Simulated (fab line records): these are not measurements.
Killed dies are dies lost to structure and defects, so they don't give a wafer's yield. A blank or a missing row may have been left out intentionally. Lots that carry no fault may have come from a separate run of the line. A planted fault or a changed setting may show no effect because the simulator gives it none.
fab line records ; flow sky130 ; part 2 of 2: steps 33 to 33 of 33
[record] lots = 6; wafers = 18; last_day = 52
route steps=708 shown LOCAL_INTERCONNECT@394 CONTACT@406 PAD_OPEN@708
lots that met no fault: taken from a fault-free run of the same line
start_h: hours from the record's opening day to when the first of the lot's shown wafers began ; wait_h: how many hours have passed since the lot's step before this one ; " as in the row above ; L1.1+2: several wafers, shown together as one row ; - no value, or no start given ; * or withheld: withheld ; < > ~ a bound
route shown NAME@n: a module of which the file shows steps, and the number in the route of the first ; usual: average and standard deviation across the fault-free wafers ; same: alike in all rows ; chamber/n: place in a boat ; sites: per-site readings ; _std_site: standard deviation of those values ; _edge_site: the outer-site mean with the inner-site mean subtracted ; radius_mm: how far each site lies from the wafer's centre ; mask NAME#n: copy n ; behind: the most recent tool/chamber to have shaped the wafer ; hold: why the lot went on hold/how many hours it stayed there/how the hold came to an end ; device: transistor that didn't switch, given as n, p or np ; end of line: the tests these same wafers got at the end of their route ; step lacking rows: just its recipe ; killed: count of dies lost to structure and defects at first sort (not the wafer's yield) ; map: a wafer's dies, x killed, . not, _ none there
set.NAME: the run value of the setting; set.NAME@STEP: its run value at that earlier step ; model.NAME: the simulator's own value behind a step, which no gauge read
lots at selected steps of the route; one table per step, one row per wafer
services: a tool's chamber out of use, with start hour (start_h, from the record's first day; less than 0 if before it), hours out, and reason
[[steps]]
[step SKY_PAD_OPEN_PROBE_99]
[usual] killed_at_M0_to_M3 = 44/7.1; killed_at_M4_up = 3.3/1.9; killed_at_contacts = 24/5.3; killed_at_front_end = 15/4.5; killed_at_other = 0.3/0.55; killed_dies = 86/9.5; killed_on_rim = 16/3.7; killed_open = 46/7.3; killed_short = 39/6.4
[same] gross_dies = 492; killed_at_back_side = 0
lot.wafer;tool;chamber;start_h;wait_h;killed_at_M0_to_M3;killed_at_M4_up;killed_at_contacts;killed_at_front_end;killed_at_other;killed_dies;killed_on_rim;killed_open;killed_short
L650.1;prober-01;-;1117.86;0.1;63;1;12;19;0;95;23;59;36
L650.5;prober-01;-;1118.06;0.2;45;6;17;16;0;84;13;45;39
L650.6;prober-01;-;1118.11;0.2;45;2;16;9;2;74;8;38;35
L659.2;prober-02;-;1178.23;0.1;45;1;19;26;0;91;16;47;44
L659.4;prober-02;-;1178.33;0.2;46;4;23;20;0;93;23;45;48
L659.6;prober-02;-;1178.43;0.2;42;3;364;18;1;428;94;49;35
L661.1;prober-01;-;1188.81;0.1;55;2;190;20;0;267;64;61;40
L661.5;prober-01;-;1189.01;0.2;48;2;21;19;0;90;17;43;46
L661.6;prober-01;-;1189.06;0.2;39;2;277;21;1;340;63;38;47
L669.2;prober-02;-;1230.66;0.1;50;3;26;16;0;95;24;51;44
L669.3;prober-02;-;1230.71;0.2;40;2;28;17;0;87;16;33;53
L669.6;prober-02;-;1230.86;0.2;43;8;22;22;1;96;11;44;51
L671.1;prober-01;-;1238.02;0.1;43;0;20;12;0;75;17;40;35
L671.4;prober-01;-;1238.17;0.2;38;1;20;21;0;80;16;42;36
L671.5;prober-01;-;1238.22;0.2;42;2;27;14;0;85;18;51;34
// killed by level:class
L650.1 VIA1:geometric_particle:open=13 VIA2:geometric_particle:open=11 VIA3:geometric_particle:open=8 VIA1:geometric_particle:short=7 POLY_GATE:geometric_particle:short=6 METAL3:geometric_particle:short=5 CONTACT:geometric_particle:open=5 FIELD_ISO:geometric_particle:open=4
L650.5 METAL1:geometric_particle:short=9 VIA1:geometric_particle:short=9 VIA1:geometric_particle:open=8 CONTACT:geometric_particle:open=7 VIA2:geometric_particle:open=6 FIELD_ISO:geometric_particle:open=5 POLY_GATE:geometric_particle:short=5 LI_CONTACT:geometric_particle:open=4
L650.6 VIA1:geometric_particle:open=13 CONTACT:geometric_particle:open=6 METAL2:geometric_particle:short=6 VIA1:geometric_particle:short=5 LI_CONTACT:geometric_particle:open=4 METAL1:geometric_particle:short=4 VIA3:geometric_particle:open=4 VIA2:geometric_particle:short=3
L659.2 VIA1:geometric_particle:short=11 VIA1:geometric_particle:open=10 CONTACT:geometric_particle:short=7 FIELD_ISO:geometric_particle:open=6 LI_CONTACT:geometric_particle:open=6 FIELD_ISO:geometric_particle:short=5 POLY_GATE:geometric_particle:open=5 VIA3:geometric_particle:open=5
L659.4 METAL1:geometric_particle:short=12 VIA1:geometric_particle:short=9 VIA1:geometric_particle:open=9 LI_CONTACT:geometric_particle:open=7 CONTACT:geometric_particle:open=7 POLY_GATE:geometric_particle:short=5 VIA3:geometric_particle:open=5 FIELD_ISO:geometric_particle:short=4
L659.6 CONTACT:area_etch=344 VIA1:geometric_particle:open=14 LI_CONTACT:geometric_particle:open=9 METAL1:geometric_particle:short=6 VIA3:geometric_particle:open=6 VIA2:geometric_particle:open=5 POLY_GATE:geometric_particle:short=5 CONTACT:geometric_particle:open=5
L661.1 CONTACT:area_etch=166 CONTACT:geometric_particle:open=14 VIA1:geometric_particle:open=13 VIA2:geometric_particle:open=11 FIELD_ISO:geometric_particle:short=8 VIA1:geometric_particle:short=8 VIA3:geometric_particle:open=6 FIELD_ISO:geometric_particle:open=5
L661.5 FIELD_ISO:geometric_particle:open=8 VIA1:geometric_particle:open=8 METAL1:geometric_particle:short=7 VIA3:geometric_particle:short=7 FIELD_ISO:geometric_particle:short=6 METAL2:geometric_particle:short=6 CONTACT:geometric_particle:open=6 VIA3:geometric_particle:open=6
L661.6 CONTACT:area_etch=255 LI_CONTACT:geometric_particle:open=8 FIELD_ISO:geometric_particle:short=6 CONTACT:geometric_particle:open=6 VIA3:geometric_particle:open=6 VIA1:geometric_particle:short=6 VIA1:geometric_particle:open=5 CONTACT:geometric_particle:short=5
L669.2 VIA1:geometric_particle:open=11 METAL1:geometric_particle:short=10 LI_CONTACT:geometric_particle:open=9 CONTACT:geometric_particle:open=8 VIA1:geometric_particle:short=6 VIA2:geometric_particle:open=6 VIA2:geometric_particle:short=6 POLY_GATE:geometric_particle:open=5
L669.3 METAL1:geometric_particle:short=10 CONTACT:geometric_particle:open=9 LOCAL_INTERCONNECT:geometric_particle:short=8 CONTACT:geometric_particle:short=6 VIA1:geometric_particle:open=6 VIA2:geometric_particle:open=5 POLY_GATE:geometric_particle:short=4 POLY_GATE:geometric_particle:open=4
L669.6 CONTACT:geometric_particle:open=9 FIELD_ISO:geometric_particle:short=7 LI_CONTACT:geometric_particle:open=7 VIA1:geometric_particle:open=6 POLY_GATE:geometric_particle:short=6 METAL1:geometric_particle:short=6 METAL4:geometric_particle:short=6 VIA2:geometric_particle:short=5
L671.1 VIA1:geometric_particle:open=13 CONTACT:geometric_particle:open=7 VIA2:geometric_particle:open=7 METAL1:geometric_particle:short=6 LI_CONTACT:geometric_particle:short=5 METAL2:geometric_particle:short=5 CONTACT:geometric_particle:short=5 VIA3:geometric_particle:open=5
L671.4 VIA1:geometric_particle:open=12 FIELD_ISO:geometric_particle:short=7 CONTACT:geometric_particle:short=7 FIELD_ISO:geometric_particle:open=6 VIA2:geometric_particle:short=5 VIA3:geometric_particle:open=5 LI_CONTACT:geometric_particle:short=4 CONTACT:geometric_particle:open=4
L671.5 CONTACT:geometric_particle:open=13 VIA1:geometric_particle:open=10 LI_CONTACT:geometric_particle:open=7 VIA1:geometric_particle:short=6 VIA3:geometric_particle:open=6 VIA2:geometric_particle:open=6 METAL1:geometric_particle:short=5 FIELD_ISO:geometric_particle:open=3
// map L659.6 (x killed, . not)
__________xx.xxx.xxx_________
________xxxx.x.x.xxxxx_______
______xxxxx..xx.xxxxxxxx_____
_____xxxx..x..x.xxxxxxxxx____
____xxxxx....xx.xxxxxxxxxx___
___xxxxxxx......xxx.xx.xxxx__
__xxxxxxx.x.........xxxxxxxx_
_xxxxxxxxx...x....xxx..x.xxxx
_xxxxxxxxxxxx...xxxx.xxxxx.xx
_xxxxxxxxxxx.x.xxxxxx.xxxxxxx
_xxxxxxxxxxxxx..xxxxxx.xxxxxx
_xxxxxxxx...xxxxxxxxxxxxxxxxx
_xxxxxxxxxxxx.xxxxxxxxxxxxxxx
_xxxxxxxxxxxxxxxxxxxxxxxxxxxx
_xxxxxx.xxxx.xxxxxxxxxxxxxxxx
__xxxxxxxxxxxxxxxxxxxxxxxxxx_
___xxxxxxxxxxxxxxxxxxxxxxxx__
____xxxxxxxxxxxxxxxxxxxxxx___
_____xxxxxxxxxxxxxxxxxxxx____
______xxxxxxxxxx.xxxxxxx_____
________xxxxxxxxxxxxxx_______
__________xxxxxxxxxx_________
// map L661.6 (x killed, . not)
__________xxxx......_________
________.xx.x.x....x.._______
______...xx...xx..x.x..._____
_____xxx.x.x...x.x.x.xx.x____
____xxxxxx..x.xxxx.xx..xxx___
___.xxxxxx..xxxxxxxxxxxxxxx__
__xxx.x.xx.xxxxxxxx.xxxxxxxx_
_x..x......x.x.xxxxxx.xx.x..x
_x....xx.xxxxx..xxxxx.x....x.
_x...xx.xxx.xxxxxxxxxx.x.....
_...x.xxxxxxxxxxxx.xxx.xxxxx.
_xxxxxxxxxxxxxxxxxxxxx.xxxxxx
_.x.xxxxxxxxxxxxxx.xxxxxxxxx.
_xxxxxxxxxx..xxxx..xxxxxxxx.x
_xxxxx.xxx.xx...xxx.xxxxxxx..
__xx.xxxxxx..x....xxxxxxxx.._
___xxxxx..........xxx.xxxx.__
____xxxx....x...xxxxxxxxxx___
_____xxxxx..xxxxxxxxxxxxx____
______xxx.xx...x.xxxxxxx_____
________xxxxxx.xxx.x.x_______
__________xxxxx.xxx._________
[[services]]
tool;chamber;start_h;hours;kind
pecvd-02;-;711.84;4.4;repair
rie_metal-01;-;722.92;14.6;pm
rie_diel-03;-;724.88;1.0;repair
rie_metal-04;-;726.01;0.1;repair
cmp-02;-;726.38;1.7;repair
pecvd-02;-;728.16;0.9;repair
cmp-01;-;744.00;4.0;pm
cmp-01;-;748.37;1.5;repair
plasma_asher-03;-;761.30;3.1;repair
rie_diel-03;-;771.36;0.4;repair
cmp-01;-;774.98;7.1;pm
cmp-02;-;776.65;1.7;repair
cmp-02;-;781.23;2.4;repair
rie_metal-04;0;789.16;9.4;repair
rie_diel-03;-;805.78;15.6;pm
rie_diel-02;-;832.54;14.6;pm
rie_diel-03;2;833.64;9.0;repair
rie_diel-02;-;859.71;0.4;repair
rie_diel-03;0;880.72;6.2;repair
rie_diel-02;2;892.22;7.5;repair
rie_metal-01;-;903.07;1.0;repair
rie_metal-01;0;929.13;2.9;repair
rie_diel-03;2;934.58;1.2;repair
rie_diel-03;1;934.73;8.7;repair
[[key]]
[first_sign] step = SKY_CONTACT_THK_MEAS_01; reading = CONTACT_CVD_00_THK; direction = up; sigmas = 24; usual = 75.2; struck = 98.1
[effect] step = SKY_CONTACT_ETCH_18; reading = oes_product_au; direction = up; sigmas = 17; usual = 0.856; struck = 0.992
[effect] step = SKY_PAD_OPEN_PROBE_99; reading = killed_at_contacts; direction = up; sigmas = 48; usual = 24; struck = 277
[model_effect] step = SKY_CONTACT_CVD_00; value = Si3N4_of_CONTACT_CVD_00.thk_nm; without = 75.67; struck = 98.11
[model_effect] step = SKY_CONTACT_ETCH_18; value = etch.depth_nm; without = 75.67; struck = 97.25
[more_kills_born_at] SKY_CONTACT_ETCH_18@rie_diel-01 = 421; SKY_CONTACT_ETCH_18@rie_diel-03 = 344
met_at SKY_CONTACT_CVD_00
struck_wafers L659.6,L661.1,L661.6
later_rows_left_out L659.6,L661.6
tester_left_out L659,L661
onset_between 732.09 816.24
[fault] kind = process_parameter_drift; tool = pecvd-02; chamber = -; onset_h = 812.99; steps = SKY_CONTACT_CVD_00; channel = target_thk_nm; offset = 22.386; shape = step; end_h = 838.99; scope = struck_wafers_only; acts_in = these_recipes_only; stated = 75
// tester_left_out: of these lots the tester's yield and bins aren't shown, on N5 and GAA mostly nor the transistor test; their killed dies are dies lost to structure and defects alone, not to doping, threshold or leakage, so they don't give the yield
// later_rows_left_out: the simulator's readings of these wafers behind a module that went badly wrong aren't trusted and aren't shown, but for the sort
